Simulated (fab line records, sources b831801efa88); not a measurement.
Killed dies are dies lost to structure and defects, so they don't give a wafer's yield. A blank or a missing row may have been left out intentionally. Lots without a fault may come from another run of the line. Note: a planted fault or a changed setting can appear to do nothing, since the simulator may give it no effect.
Comparing a struck lot with a sound one	flow sky130	18 out of 708 route steps
Sound: these wafers, L776.2, L776.4, L776.6. Struck: wafers L794.1, L794.3, L794.4. The cause is given at the end.
At each step with rows: each side's tool, then ch and its chambers, then its first start. Under that, the readings that differ: sound wafers	struck wafers	difference of the means	sigmas: that difference in standard deviations of wafers without a fault.
alike: words and numbers the same on both sides, and readings whose means are apart by under 2 such deviations; not compared: readings that were withheld, readings missing a value for some wafer, numbers with overlapping values and no deviation given by the record, and bounds like >300 which may hide the same value.
Wherever a step has rows on one side only, a row that says differs or no value, or a row with sigmas, the two part there. Non-overlapping numbers with no deviation appear without sigmas and do not part them. A reading missing from all wafers of one side parts the sides only when that side holds two or more wafers.

first, 3 steps without rows for these wafers: SKY_POLY_CUT_EXPOSE_05 (exposes mask NPCM, target cd 270 nm); SKY_POLY_CUT_PEB_06; SKY_POLY_CUT_DEVELOP_07 (develop time 60 s).
SKY_POLY_CUT_CD_MEAS_08 targets a cd of 270 nm.
  struck on cd_sem-01, day 30 20:01; sound on cd_sem-01, day 24 11:02
  alike: cd_nm
SKY_POLY_CUT_OVL_MEAS_09:
  struck on overlay-02, day 30 20:08; sound on overlay-01, day 24 11:09
reading	sound	struck	difference	sigmas
POLY_CUT_OVL (nm)	3 8 3	-3 -10 -7	-11	-2
SKY_POLY_CUT_ETCH_10: etches BARC in N2/H2, stops on SiO2, time 45.9 s, target depth 60 nm.
  sound on rie_diel-01 ch 0,1,3, day 24 11:11; struck on rie_diel-04 ch 0,1,3, day 30 20:10
  alike: drypump_motor_current_A, oes_product_au, throttle_valve_pct
  not compared: rf_hours_counter_h
SKY_POLY_CUT_ETCH_11: etches Si3N4 in CF4/CH2F2/Ar, stops on poly-Si, time 42.5 s, target depth 60 nm.
  sound on rie_diel-01 ch 0,1,3, day 24 11:13; struck on rie_diel-04 ch 0,1,3, day 30 20:13
  alike: drypump_motor_current_A, oes_product_au, throttle_valve_pct
  not compared: rf_hours_counter_h
SKY_POLY_CUT_STRIP_12: strips in O2/N2.
  sound on plasma_asher-01 ch 0,1, day 24 11:16; struck on plasma_asher-01 ch 0,1, day 30 20:15
  alike: drypump_motor_current_A, oes_product_au, strip_time_to_endpoint_s
  not compared: rf_hours_counter_h
then, 4 steps without rows for these wafers: SKY_SD_P_DEHYDRATE_00 (time 60 s); SKY_SD_P_HMDS_01 (prime time 60 s); SKY_SD_P_COAT_02 (resist thk 1140 nm); SKY_SD_P_SOFTBAKE_03 (time 60 s).
SKY_SD_P_EXPOSE_04: exposes mask PSDM, target cd 380 nm.
  sound on iline_stepper-01 ch 0, day 25 02:42; struck on iline_stepper-01 ch 0, day 31 10:08
reading	sound	struck	difference	sigmas
model.SD_P.overlay_x_nm (nm)	-0.98 -0.98 -0.98	38.21 38.21 38.21	+39.19	
  alike: mask
then, 2 steps without rows for these wafers: SKY_SD_P_PEB_05; SKY_SD_P_DEVELOP_06 (develop time 60 s).
SKY_SD_P_CD_MEAS_07 targets a cd of 380 nm.
  struck on cd_sem-02, day 31 23:08; sound on cd_sem-01, day 25 16:55
  alike: cd_nm
SKY_SD_P_OVL_MEAS_08:
  struck on overlay-02, day 31 23:28; sound on overlay-01, day 25 17:01
reading	sound	struck	difference	sigmas
SD_P_OVL (nm)	0.1 0.5 0.0	38.6 38.4 37.6	+38.0	+29
  not compared: hold
-- a jump in the record: the struck wafers' starts before and after are 18 days apart (it breaks off in module SD_P and resumes in module PAD_OPEN, where the first step shown is number 708 of the route) --
SKY_PAD_OPEN_PROBE_99:
  rows exist in the record for the struck wafers here (prober-01, day 50 09:58), but not for the sound ones

WHERE THEY PART
Last at SKY_PAD_OPEN_PROBE_99 as far as this record goes, first at SKY_POLY_CUT_OVL_MEAS_09.

WHY: what had been put in by the simulator
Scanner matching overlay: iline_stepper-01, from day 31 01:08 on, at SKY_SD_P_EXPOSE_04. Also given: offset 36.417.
